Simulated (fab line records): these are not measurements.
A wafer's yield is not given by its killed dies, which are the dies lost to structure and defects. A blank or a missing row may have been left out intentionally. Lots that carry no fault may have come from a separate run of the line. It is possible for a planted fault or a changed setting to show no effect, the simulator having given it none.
Comparing a struck lot with a sound one	flow sky130	28 steps out of a route of 708
Sound: wafers L904.1, L904.4, L904.6. Wafers L908.1, L908.4, L908.5 were the ones struck. The cause is given at the end.
Order at every step that has rows: each side's tool, ch and its chambers, its first start. Under that, the readings that differ: sound wafers	struck wafers	difference of the means	sigmas: that difference in standard deviations of wafers without a fault.
alike: readings whose means differ by less than 2 such deviations, and words and numbers that are the same on both sides. not compared: withheld readings, readings that some wafer has no value for, bounds like >300 that may hide the same value, and numbers for which the record gives no deviation and whose values overlap.
A row with sigmas, a row that says differs or no value, or rows on one side alone: a step with any of these is where the two part. Numbers that don't overlap but have no deviation are shown without sigmas and don't part them. A reading missing from all wafers of one side parts the sides only when that side holds two or more wafers.

SKY_SD_N_OVL_MEAS_08:
  struck on overlay-01, day 29 09:28; sound on overlay-01, day 28 02:46
  alike: SD_N_OVL
then, 2 steps without rows for these wafers: SKY_SD_N_IMPLANT_09; SKY_SD_N_IMPLANT_10.
SKY_SD_N_STRIP_11: strips in O2/N2.
  sound on plasma-asher-03 ch 0,1, day 28 03:05; struck on plasma-asher-03 ch 0,1, day 29 09:47
  alike: drypump-motor-current-A, oes-product-au, strip-time-to-endpoint-s
  not compared: rf-hours-counter-h
SKY_SD_N_TW_MEAS_12:
  struck on film-metro-01, day 29 09:53; sound on film-metro-02, day 28 03:11
  alike: SD_N_TW
then, 1 step without rows for these wafers: SKY_SD_N_CLEAN_13 (cleans in SC1/SC2, time 150 s).
SKY_SD_N_RTA_14: time 2 s.
  sound on rtp-anneal-01 ch 0, day 28 03:19; struck on rtp-anneal-01 ch 0, day 29 10:00
  alike: lamp-power-pct, wafer_temp_C_max
SKY_SD_N_RS_MEAS_16: the measuring method here is four-point-probe.
  struck on film-metro-04, day 29 10:11; sound on film-metro-04, day 28 03:29
  alike: SD_N_RS
SKY_SD_N_RS_MEAS_17: the measuring method here is four-point-probe.
  struck on film-metro-04, day 29 10:18; sound on film-metro-04, day 28 03:36
  alike: SD_P_RS
SKY_SD_N_RS_MEAS_18: the measuring method here is four-point-probe.
  struck on film-metro-04, day 29 10:25; sound on film-metro-04, day 28 03:43
  alike: RES_XHIGH_RS
then, 1 step without rows for these wafers: SKY_SALICIDE_CLEAN_00 (cleans in HF-last, time 30 s).
SKY_LI_CONTACT_HDPCVD_00: deposits PSG, target thk 930 nm, time 155 s.
  sound on hdpcvd-02 ch 0,2, day 28 03:52; struck on hdpcvd-01 ch 0,1, day 29 10:34
  no value came back on the struck wafers for pressure-mtorr (mTorr), run-length-s (s), time-s (s); on the sound wafers pressure-mtorr (mTorr) reads 6.010 6.013 5.978
SKY_LI_CONTACT_CMP_02: polishes PSG.
  sound on cmp-02 ch 0,1,2, day 28 04:07; struck on cmp-01 ch 0,2,3, day 29 10:50
reading	sound	struck	difference	sigmas
time-to-endpoint-s (s)	31.4 31.5 31.0	- - -	no value on the struck wafers	
  alike: motor-current-A
SKY_LI_CONTACT_BOW_MEAS_03:
  struck on film-metro-04, day 29 11:02; sound on film-metro-04, day 28 04:19
reading	sound	struck	difference	sigmas
LI_CONTACT_BOW (um)	49 62 54	20 37 35	-24	-3
then, 8 steps without rows for these wafers: SKY_LI_CONTACT_DEHYDRATE_04 (time 60 s); SKY_LI_CONTACT_HMDS_05 (prime time 60 s); SKY_LI_CONTACT_COAT_06 (resist thk 60 nm); SKY_LI_CONTACT_COAT_07 (resist thk 450 nm); SKY_LI_CONTACT_SOFTBAKE_08 (time 90 s); SKY_LI_CONTACT_EXPOSE_09 (exposes mask LICM1, target cd 170 nm); SKY_LI_CONTACT_PEB_10; SKY_LI_CONTACT_DEVELOP_11 (develop time 60 s).
SKY_LI_CONTACT_CD_MEAS_12: the cd target is 170 nm.
  struck on cd-sem-01, day 30 14:29; sound on cd-sem-02, day 29 07:53
  alike: cd-nm
SKY_LI_CONTACT_OVL_MEAS_13:
  struck on overlay-02, day 30 14:36; sound on overlay-02, day 29 08:01
  alike: LI_CONTACT_OVL
SKY_LI_CONTACT_ETCH_14: etches BARC in N2/H2, stops on SiO2, time 45.9 s, target depth 60 nm.
  sound on rie-diel-03 ch 0,2, day 29 08:02; struck on rie-diel-01 ch 0,1, day 30 14:38
  alike: drypump-motor-current-A, oes-product-au, throttle-valve-pct
  not compared: rf-hours-counter-h
SKY_LI_CONTACT_ETCH_15: etches PSG in C4F8/O2/Ar, stops on Si, target depth 600 nm.
  sound on rie-diel-03 ch 0,2, day 29 08:05; struck on rie-diel-01 ch 0,1, day 30 14:40
reading	sound	struck	difference	sigmas
oes-product-au (a.u.)	0.836 0.835 0.837	0.377 0.372 0.372	-0.462	-99 or more
model.etch.depth-nm (nm)	597.3 596 596.6	0 0 0	-597	
model.LI_CONTACT.feature-depth-nm (nm)	597.3 596 596.6	1e-09 1e-09 1e-09	-6e+02	
SKY_LI_CONTACT_STRIP_16: strips in O2/N2.
  sound on plasma-asher-02 ch 0,1, day 29 08:10; struck on plasma-asher-04 ch 0,1, day 30 14:46
reading	sound	struck	difference	sigmas
drypump-motor-current-A (A)	5.51 5.65 5.61	5.35 5.03 5.00	-0.46	-3
  alike: oes-product-au, strip-time-to-endpoint-s
  not compared: rf-hours-counter-h
-- a jump in the record: the struck wafers' starts before and after are 16 days apart (it breaks off in module LI_CONTACT and resumes in module PAD_OPEN, where the first step shown is number 708 of the route) --
SKY_PAD_OPEN_PROBE_99:
  record: rows for the struck wafers here (prober-02, day 47 01:37), none for the sound ones

WHERE THEY PART
At SKY_LI_CONTACT_HDPCVD_00 first; at SKY_PAD_OPEN_PROBE_99 last (within this record only).

WHY: what the simulator had put in
Beginning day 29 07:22, the whole step at SKY_LI_CONTACT_HDPCVD_00 was skipped on hdpcvd-01. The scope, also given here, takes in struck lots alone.
